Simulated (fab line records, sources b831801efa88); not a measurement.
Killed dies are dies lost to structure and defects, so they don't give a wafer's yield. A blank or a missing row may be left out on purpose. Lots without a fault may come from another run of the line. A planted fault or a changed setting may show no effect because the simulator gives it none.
Which tool did it? | flow sky130 | 15 lots, 45 wafers sampled, at 2 steps of a route of 708

WHAT THE GAUGES READ, wafer by wafer
SKY_PWDE_TW_MEAS_10.
lot  | measured    | on            | PWDE_TW
L623 | day 3 19:19 | film_metro-04 | 369.5 371.4 369.7
L624 | day 4 03:10 | film_metro-01 | 370.5 371.0 372.3
L626 | day 4 12:25 | film_metro-01 | 371.7 371.1 372.0
L628 | day 5 02:56 | film_metro-01 | 375.3 372.4 372.2
L629 | day 5 07:07 | film_metro-02 | 370.6 372.3 371.5
L630 | day 5 12:17 | film_metro-01 | 372.6 371.9 371.5
L631 | day 5 16:14 | film_metro-02 | 371.7 371.5 372.2
L632 | day 5 21:26 | film_metro-01 | 372.2 372.9 374.0
L633 | day 6 04:04 | film_metro-01 | 376.8 374.9 374.6
L634 | day 6 09:44 | film_metro-01 | 375.0 376.0 373.6
L636 | day 6 21:41 | film_metro-02 | 372.3 372.5 371.5
L637 | day 7 06:43 | film_metro-02 | 377.3 370.8 376.8

WHICH TOOL RAN EACH LOT (tool, then ch and the chambers of the sampled wafers, then the start)
lot  | SKY_FIELD_ISO_EXPOSE_10
L623 | krf_scanner-02 ch 0, day 1 21:19
L624 | krf_scanner-02 ch 0, day 2 02:37
L626 | krf_scanner-01 ch 0, day 2 12:29
L628 | krf_scanner-02 ch 0, day 2 23:18
L629 | krf_scanner-02 ch 0, day 3 05:36
L630 | krf_scanner-01 ch 0, day 3 11:13
L631 | krf_scanner-01 ch 0, day 3 14:08
L632 | krf_scanner-02 ch 0, day 3 19:31
L633 | krf_scanner-01 ch 0, day 4 00:09
L634 | krf_scanner-02 ch 0, day 4 06:27
L636 | krf_scanner-02 ch 0, day 4 17:38
L637 | krf_scanner-02 ch 0, day 4 22:52
L638 | krf_scanner-01, day 5 02:07
L639 | krf_scanner-01, day 5 06:23
L640 | krf_scanner-01, day 5 12:41
- SKY_FIELD_ISO_EXPOSE_10: exposes mask FOM, target cd 150 nm.

WHAT THE TOOLS THEMSELVES READ (means of the sampled wafers that have a number; where no wafer has one, the mark that the record gives instead)
SKY_FIELD_ISO_EXPOSE_10.
lot  | tool           | exposure_dose_mJ_cm2 | focus_offset_nm (nm)
L623 | krf_scanner-02 | 27.997               | -0.3
L624 | krf_scanner-02 | 28.061               | -0.9
L626 | krf_scanner-01 | 27.980               | 0.2
L628 | krf_scanner-02 | 27.990               | -0.2
L629 | krf_scanner-02 | 28.006               | -0.4
L630 | krf_scanner-01 | 28.039               | 0.1
L631 | krf_scanner-01 | 28.025               | 0.2
L632 | krf_scanner-02 | 28.043               | 0.4
L633 | krf_scanner-01 | 28.057               | 0.0
L634 | krf_scanner-02 | 27.987               | -0.6
L636 | krf_scanner-02 | 27.975               | -0.2
L637 | krf_scanner-02 | 28.004               | 0.4
L638 | krf_scanner-01 | -                    | -
L639 | krf_scanner-01 | -                    | -
L640 | krf_scanner-01 | -                    | -

THE ANSWER, worked out from the rows above alone
Rule: what is usual is taken from the lots themselves. Put in order of their means at a reading, lots are off if they are a third of the lots or fewer, leave a main group of 4 or more, and stand apart from it by a gap of 3 or more times the standard deviation of the main group's means; of several such gaps the widest counts. A main group whose means are all the same, to the digits that the tables above print for the reading, isn't used. A lot without any number at a reading at which 4 lots or more have one is off too. The other lots that the step has rows for count as sound. The gauges are gone through in route order, then the tools' own readings, and for those a lot's mean is taken as printed above. The first step at which some lot is off is used, and at that step the reading that is off furthest; a lot without a number counts as furthest.
Off: L638, L639, L640, at SKY_FIELD_ISO_EXPOSE_10 (exposure_dose_mJ_cm2). Without a number there: L638, L639, L640. The main group: mean 28.014, standard deviation 0.029.
A tool fits if, at that step or a process step before it, it ran every lot that is off, and no sound lot after the first of them. One fits: krf_scanner-01 at SKY_FIELD_ISO_EXPOSE_10. Its last sound lot is L633 (day 4 00:09), its first lot that is off L638 (day 5 02:07): a fault that began between those two fits.
Blank at SKY_FIELD_ISO_EXPOSE_10 on the lots that are off, where sound lots have numbers: exposure_dose_mJ_cm2, focus_offset_nm.

WHAT THE SIMULATOR HAD PUT IN
Skipped step whole: krf_scanner-01, from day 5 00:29 on, at SKY_FIELD_ISO_EXPOSE_10. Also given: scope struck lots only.
Lots struck among those shown: L638, L639, L640. The rule above found the same.
